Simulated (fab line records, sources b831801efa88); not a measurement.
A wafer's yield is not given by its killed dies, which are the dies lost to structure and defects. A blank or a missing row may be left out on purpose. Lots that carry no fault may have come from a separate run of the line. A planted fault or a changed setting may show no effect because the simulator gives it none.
Which tool did it? :: flow gf180mcu :: 21 wafers from 7 lots sampled at 2 of the route's 602 steps

## WHAT THE GAUGES SHOWED, per wafer
GF_PSD_CD_MEAS_07: the cd target is 400 nm.
lot: L709
measured: day 15 07:56
on: cd-sem-01
cd-nm (nm): 403.6 403.2 403.9

lot: L712
measured: day 16 10:28
on: cd-sem-02
cd-nm (nm): 405.2 404.5 404.5

lot: L715
measured: day 17 08:18
on: cd-sem-01
cd-nm (nm): 401.1 398.9 402.3

lot: L717
measured: day 18 05:59
on: cd-sem-02
cd-nm (nm): 403.6 400.2 400.0

lot: L722
measured: day 19 18:58
on: cd-sem-01
cd-nm (nm): 380.3 379.1 380.0

lot: L726
measured: day 21 03:11
on: cd-sem-02
cd-nm (nm): 388.2 386.6 384.4

lot: L728
measured: day 21 17:58
on: cd-sem-01
cd-nm (nm): 383.7 386.4 384.5

## EACH LOT AND THE TOOL THAT RAN IT (in order: tool; ch and the chambers of the sampled wafers; start)
lot: L709
GF_PSD_EXPOSE_04: iline-stepper-02 ch 0, day 14 21:26

lot: L712
GF_PSD_EXPOSE_04: iline-stepper-02 ch 0, day 15 23:47

lot: L715
GF_PSD_EXPOSE_04: iline-stepper-02 ch 0, day 16 20:38

lot: L717
GF_PSD_EXPOSE_04: iline-stepper-01 ch 0, day 17 18:57

lot: L722
GF_PSD_EXPOSE_04: iline-stepper-01 ch 0, day 19 07:18

lot: L726
GF_PSD_EXPOSE_04: iline-stepper-01 ch 0, day 20 15:45

lot: L728
GF_PSD_EXPOSE_04: iline-stepper-01 ch 0, day 21 06:47
- GF_PSD_EXPOSE_04: exposes mask Pplus, target cd 400 nm.

## THE ANSWER, worked out from the rows above alone
Rule: what is usual is taken from the lots themselves. The widest of any qualifying gaps counts: lots, ordered by their means at a reading, are off when they make up no more than a third of the lots, leave a main group of 4 or more, and stand apart from it by 3 or more times the standard deviation of that group's means. A main group whose means are all the same, to the digits that the tables above print for the reading, isn't used. A lot without any number at a reading at which 4 lots or more have one is off too. Where the step has rows for the other lots, those lots are counted as sound.
None of the lots is off at any reading shown; this tells nothing.

## WHAT THE SIMULATOR HAD INSERTED
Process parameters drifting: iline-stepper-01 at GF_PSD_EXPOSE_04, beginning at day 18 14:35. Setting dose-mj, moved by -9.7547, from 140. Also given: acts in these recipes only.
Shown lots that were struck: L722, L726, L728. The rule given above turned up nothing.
